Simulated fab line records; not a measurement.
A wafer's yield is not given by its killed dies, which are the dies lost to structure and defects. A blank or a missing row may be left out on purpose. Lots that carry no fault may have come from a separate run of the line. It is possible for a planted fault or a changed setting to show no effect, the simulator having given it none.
Which tool did it? | flow sky130 | Sampling: 6 lots, 18 wafers, 2 of 708 route steps

## WHAT EACH GAUGE READ, for each wafer
SKY_NWELL_OVL_MEAS_10.
lot  | measured    | on         | NWELL_00_OVL (nm)
L321 | day 4 20:49 | overlay-01 | 1.1 -1.2 -1.8
L323 | day 5 15:01 | overlay-02 | -2.1 -2.3 -2.0
L326 | day 6 08:28 | overlay-02 | -0.5 -0.7 -0.8
L327 | day 6 13:28 | overlay-01 | 0.2 -0.7 -1.0
L335 | day 7 23:25 | overlay-01 | -2.6 -0.4 -2.5
L340 | day 9 09:22 | overlay-01 | -1.7 -2.5 -2.7

## WHAT TOOL EACH LOT RAN ON (gives the tool, then ch and the chambers of the sampled wafers, and finally the start)
lot  | SKY_FIELD_ISO_ETCH_17
L321 | rie_si-01 ch 0,1,2, day 2 12:06
L323 | rie_si-02 ch 0,1,2, day 3 01:02
L326 | rie_si-01 ch 0,1,2, day 3 19:01
L327 | rie_si-02 ch 0,2,3, day 4 00:14
L335 | rie_si-02 ch 2,3, day 5 10:29
L340 | rie_si-02 ch 1,2, day 6 13:02
- SKY_FIELD_ISO_ETCH_17: etches Si in HBr/Cl2/O2, target depth 342 nm, time 97.7 s.

## THE ANSWER, worked out from the rows above alone
Rule: the usual values come from the lots themselves. The widest of any qualifying gaps counts: lots, ordered by their means at a reading, are off when they make up no more than a third of the lots, leave a main group of 4 or more, and stand apart from it by 3 or more times the standard deviation of that group's means. The tables above print the reading to a certain number of digits; a main group whose means all agree to those digits is not used. A lot without any number at a reading at which 4 lots or more have one is off too. Any other lot the step has rows for is counted as sound.
No lot is off on any of the readings shown, so nothing can be concluded from this.

## WHAT THE SIMULATOR HAD INSERTED
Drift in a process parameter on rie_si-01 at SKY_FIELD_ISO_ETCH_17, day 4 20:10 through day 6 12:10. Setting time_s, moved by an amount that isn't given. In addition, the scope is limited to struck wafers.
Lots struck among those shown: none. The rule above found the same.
